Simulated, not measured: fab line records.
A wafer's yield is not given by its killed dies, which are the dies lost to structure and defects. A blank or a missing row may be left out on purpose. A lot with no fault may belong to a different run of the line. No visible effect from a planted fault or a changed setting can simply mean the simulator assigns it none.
A lot that was struck, set against a sound lot | flow sky130 | 15 out of 708 route steps
Sound: these wafers, L567.1, L567.4, L567.5. The struck wafers were L579.1, L579.5, L579.6. At the end, the cause is stated.
Per side, at each step with rows, come the tool, then ch with its chambers, and then its first start. Under that, the readings that differ: sound wafers | struck wafers | difference of the means | sigmas: that difference in standard deviations of wafers without a fault.
alike: readings whose means differ by less than 2 such deviations, and words and numbers that are the same on both sides. not compared: withheld readings, readings that some wafer has no value for, bounds like >300 that may hide the same value, and numbers for which the record gives no deviation and whose values overlap.
Wherever a step has rows on one side only, a row that says differs or no value, or a row with sigmas, the two part there. Non-overlapping numbers with no deviation appear without sigmas and do not part them. A reading missing from all wafers of one side parts the sides only when that side holds two or more wafers.

first, 4 steps without rows for these wafers: SKY_VIA3_STRIP_16 (strips in O2/N2); SKY_VIA3_STRIP_17 (strips in post etch residue remover, time 1200 s); SKY_VIA3_CLEAN_18 (cleans in IPA, time 180 s); SKY_VIA3_CLEAN_19 (cleans in O3/DIW).
SKY_VIA3_SPUTTER_20: material TiN, target thk 20 nm, time 80 s.
  sound: pvd-sputter-04 at day 40 12:40; struck: pvd-sputter-01 at day 43 22:34
  alike: chamber-pressure-pa, throttle-valve-pct
then, 1 step without rows for these wafers: SKY_VIA3_CVD_21 (deposits W, target thk 390 nm, time 117.31 s).
SKY_VIA3_RS_MEAS_22: a four-point-probe measurement.
  sound: film-metro-01 at day 40 12:51; struck: film-metro-01 at day 43 22:52
  alike: VIA3_W_RS
SKY_VIA3_THK_MEAS_23: measures by xrf.
  sound: film-metro-01 at day 40 12:58; struck: film-metro-01 at day 43 22:59
  alike: VIA3_W_THK
SKY_VIA3_CMP_24: polishes, stops on SiO2, t overpolish 20 s, target thk 0 nm.
  sound on cmp-01 ch 0,2,3, day 40 13:02; struck on cmp-01 ch 0,1,3, day 43 23:12
  reading                 | sound             | struck            | difference | sigmas
  edge-zone-pressure-frac | 1.002 0.999 1.000 | 1.007 1.014 1.009 | +0.010     | +2
  time-to-endpoint-s (s)  | 88 85 92          | 100 105 97        | +12        | +3
  alike: head-pressure-psi, motor-current-A, overpolish-run-s
SKY_METAL4_SPUTTER_00: material Ti, target thk 15 nm, time 10 s.
  sound: pvd-sputter-02 at day 40 13:20; struck: pvd-sputter-02 at day 43 23:21
  alike: chamber-pressure-pa, throttle-valve-pct
SKY_METAL4_SPUTTER_01: material TiN, target thk 20 nm, time 16.7 s.
  sound: pvd-sputter-02 at day 40 13:21; struck: pvd-sputter-02 at day 43 23:23
  alike: chamber-pressure-pa, throttle-valve-pct
SKY_METAL4_SPUTTER_02: material AlCu, target thk 735 nm, time 39.1 s.
  sound: pvd-sputter-02 at day 40 13:23; struck: pvd-sputter-02 at day 43 23:24
  reading                  | sound                | struck               | difference | sigmas
  chamber-pressure-pa (Pa) | 0.3992 0.3986 0.3986 | 0.3997 0.4013 0.4012 | +0.0019    | +3
  alike: throttle-valve-pct
SKY_METAL4_SPUTTER_03: material Ti, target thk 5 nm, time 3.3 s.
  sound: pvd-sputter-02 at day 40 13:25; struck: pvd-sputter-02 at day 43 23:26
  reading                                   | sound                | struck               | difference | sigmas
  chamber-pressure-pa (Pa)                  | 0.3995 0.3980 0.4003 | 0.2864 0.2880 0.2870 | -0.1121    | -99 or more
  throttle-valve-pct (%)                    | 31.5 30.3 31.5       | 35.6 37.4 33.4       | +4.4       | +5
  model.Ti_of_METAL4_SPUTTER_03.thk-nm (nm) | 4.796 4.959 4.697    | 5.22 5.066 5.144     | +0.33      |
then, 1 step without rows for these wafers: SKY_METAL4_SPUTTER_04 (material TiN, target thk 70 nm, time 58.3 s).
-- the record jumps here: 5 days lie between the struck wafers' starts before and after (it left off in module METAL4 and takes up again in module PAD_OPEN, whose first step shown is number 708 of the route) --
SKY_PAD_OPEN_PROBE_99:
  record: rows for the struck wafers here (prober-01, day 49 09:04), none for the sound ones

WHERE THEY PART
Last at SKY_PAD_OPEN_PROBE_99 as far as this record goes, first at SKY_VIA3_CMP_24.

WHY: whatever the simulator had introduced
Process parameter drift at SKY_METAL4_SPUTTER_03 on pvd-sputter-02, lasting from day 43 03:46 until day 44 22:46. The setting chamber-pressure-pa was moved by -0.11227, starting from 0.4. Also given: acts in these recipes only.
